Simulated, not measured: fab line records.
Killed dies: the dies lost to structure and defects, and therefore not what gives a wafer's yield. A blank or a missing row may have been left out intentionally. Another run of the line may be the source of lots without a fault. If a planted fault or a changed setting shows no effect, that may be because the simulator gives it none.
Lot-split experiment || flow gf180mcu || 23 wafers read from 5 lots, route of 602 steps

## THE SPLIT ITSELF
At GF_NSD_DEVELOP_06 (develop time 60 s), the setting dev_temp_c was moved away from the recipe's 23 C on 8 of the 23 wafers read, by -9.3% to +8.9%. All remaining wafers had this setting at the recipe value.

The file shows no step between the split and the reading.

## THE READING
cd_nm at GF_NSD_CD_MEAS_07, given in nm (cd target 400 nm). Fault-free wafers of this fab line usually give 398.4 nm, standard deviation 2.3 nm.

{"wafer": "L076.1", "tool, chamber at the split": "litho_track-04, 0", "dev_temp_c as run, C": 23, "against the recipe": "recipe", "cd_nm, nm": 396.9, "against lot-mates on the recipe": "-"}
{"wafer": "L076.4", "tool, chamber at the split": "litho_track-04, 0", "dev_temp_c as run, C": 23, "against the recipe": "recipe", "cd_nm, nm": 395.0, "against lot-mates on the recipe": "-"}
{"wafer": "L076.5", "tool, chamber at the split": "litho_track-04, 0", "dev_temp_c as run, C": 23, "against the recipe": "recipe", "cd_nm, nm": 394.7, "against lot-mates on the recipe": "-"}
{"wafer": "L077.1", "tool, chamber at the split": "litho_track-04, 0", "dev_temp_c as run, C": 25.04, "against the recipe": "+8.9%", "cd_nm, nm": 389.9, "against lot-mates on the recipe": -7.9}
{"wafer": "L077.2", "tool, chamber at the split": "litho_track-04, 0", "dev_temp_c as run, C": 25.04, "against the recipe": "+8.9%", "cd_nm, nm": 389.9, "against lot-mates on the recipe": -7.9}
{"wafer": "L077.3", "tool, chamber at the split": "litho_track-04, 0", "dev_temp_c as run, C": 23, "against the recipe": "recipe", "cd_nm, nm": 398.1, "against lot-mates on the recipe": "-"}
{"wafer": "L077.5", "tool, chamber at the split": "litho_track-04, 0", "dev_temp_c as run, C": 25.04, "against the recipe": "+8.9%", "cd_nm, nm": 389.7, "against lot-mates on the recipe": -8.1}
{"wafer": "L077.6", "tool, chamber at the split": "litho_track-04, 0", "dev_temp_c as run, C": 23, "against the recipe": "recipe", "cd_nm, nm": 397.4, "against lot-mates on the recipe": "-"}
{"wafer": "L081.1", "tool, chamber at the split": "litho_track-04, 0", "dev_temp_c as run, C": 23, "against the recipe": "recipe", "cd_nm, nm": 394.4, "against lot-mates on the recipe": "-"}
{"wafer": "L081.2", "tool, chamber at the split": "litho_track-04, 0", "dev_temp_c as run, C": 20.85, "against the recipe": "-9.3%", "cd_nm, nm": 402.7, "against lot-mates on the recipe": "+6.8"}
{"wafer": "L081.4", "tool, chamber at the split": "litho_track-04, 0", "dev_temp_c as run, C": 20.85, "against the recipe": "-9.3%", "cd_nm, nm": 406.5, "against lot-mates on the recipe": "+10.6"}
{"wafer": "L081.5", "tool, chamber at the split": "litho_track-04, 0", "dev_temp_c as run, C": 23, "against the recipe": "recipe", "cd_nm, nm": 396.6, "against lot-mates on the recipe": "-"}
{"wafer": "L081.6", "tool, chamber at the split": "litho_track-04, 0", "dev_temp_c as run, C": 23, "against the recipe": "recipe", "cd_nm, nm": 396.7, "against lot-mates on the recipe": "-"}
{"wafer": "L082.1", "tool, chamber at the split": "litho_track-02, 0", "dev_temp_c as run, C": 23, "against the recipe": "recipe", "cd_nm, nm": 400.4, "against lot-mates on the recipe": "-"}
{"wafer": "L082.2", "tool, chamber at the split": "litho_track-02, 0", "dev_temp_c as run, C": 23, "against the recipe": "recipe", "cd_nm, nm": 400.0, "against lot-mates on the recipe": "-"}
{"wafer": "L082.3", "tool, chamber at the split": "litho_track-02, 0", "dev_temp_c as run, C": 23, "against the recipe": "recipe", "cd_nm, nm": 401.9, "against lot-mates on the recipe": "-"}
{"wafer": "L082.4", "tool, chamber at the split": "litho_track-02, 0", "dev_temp_c as run, C": 23, "against the recipe": "recipe", "cd_nm, nm": 401.3, "against lot-mates on the recipe": "-"}
{"wafer": "L082.5", "tool, chamber at the split": "litho_track-02, 0", "dev_temp_c as run, C": 23, "against the recipe": "recipe", "cd_nm, nm": 401.1, "against lot-mates on the recipe": "-"}
{"wafer": "L083.1", "tool, chamber at the split": "litho_track-02, 0", "dev_temp_c as run, C": 23, "against the recipe": "recipe", "cd_nm, nm": 394.7, "against lot-mates on the recipe": "-"}
{"wafer": "L083.2", "tool, chamber at the split": "litho_track-02, 0", "dev_temp_c as run, C": 24.82, "against the recipe": "+7.9%", "cd_nm, nm": 388.9, "against lot-mates on the recipe": -5.6}
{"wafer": "L083.3", "tool, chamber at the split": "litho_track-02, 0", "dev_temp_c as run, C": 23, "against the recipe": "recipe", "cd_nm, nm": 394.2, "against lot-mates on the recipe": "-"}
{"wafer": "L083.4", "tool, chamber at the split": "litho_track-02, 0", "dev_temp_c as run, C": 24.82, "against the recipe": "+7.9%", "cd_nm, nm": 388.7, "against lot-mates on the recipe": -5.8}
{"wafer": "L083.6", "tool, chamber at the split": "litho_track-02, 0", "dev_temp_c as run, C": 24.82, "against the recipe": "+7.9%", "cd_nm, nm": 389.7, "against lot-mates on the recipe": -4.8}

THE FIT
A straight line over all 23 wafers: cd_nm changes by -0.884 nm for each +1% of dev_temp_c; r = -0.88; the points scatter about the line by 2.4 nm.
The same after taking each lot's own level away (the mean of its wafers on the recipe; 23 wafers): -0.846 nm for each +1%; r = -0.97; scatter 1 nm.
Per that fit: largest dev_temp_c move, reading shift of 7.9 nm.
Across the lots, their own levels run from 394.45 to 400.94 nm, a range of 2.8 times the standard deviation given above.
Consequently the slope shifts little with the lot-to-lot level, the two slopes agreeing.
Check: for one of the wafers moved furthest among these (-9.3%), held out of the fit, the line's prediction against its lot-mates is +8.53 nm. It came out at +6.8 nm against them.

## OTHER SPLITS ON THESE WAFERS
Other splits were also applied to these wafers ahead of the reading. Each is held against what the fit with the lots' levels taken away leaves over:
{"other split on the same wafers": "GF_VT_IMPLANT_IMPLANT_41 dose_cm2", "wafers away from the commonest value": 9, "r with cd_nm (lot level and that fit taken away)": "+0.15"}
{"other split on the same wafers": "GF_POLY_GATE_CVD_00 time_s", "wafers away from the commonest value": 15, "r with cd_nm (lot level and that fit taken away)": -0.33}
{"other split on the same wafers": "GF_HV_LDD_DEVELOP_06 develop_time_s", "wafers away from the commonest value": 8, "r with cd_nm (lot level and that fit taken away)": -0.16}
{"other split on the same wafers": "GF_HV_LDD_COAT_14 resist_thk_nm", "wafers away from the commonest value": 4, "r with cd_nm (lot level and that fit taken away)": "+0.23"}
{"other split on the same wafers": "GF_HV_LDD_IMPLANT_21 tilt_deg", "wafers away from the commonest value": 6, "r with cd_nm (lot level and that fit taken away)": "+0.02"}
{"other split on the same wafers": "GF_HV_LDD_COAT_41 spin_rpm", "wafers away from the commonest value": 11, "r with cd_nm (lot level and that fit taken away)": -0.12}
{"other split on the same wafers": "GF_HV_LDD_IMPLANT_48 energy_kev", "wafers away from the commonest value": 8, "r with cd_nm (lot level and that fit taken away)": -0.16}

## THE FILE'S OWN FIT
cd_nm changes by -0.847 nm for each +1% of dev_temp_c, r = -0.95.
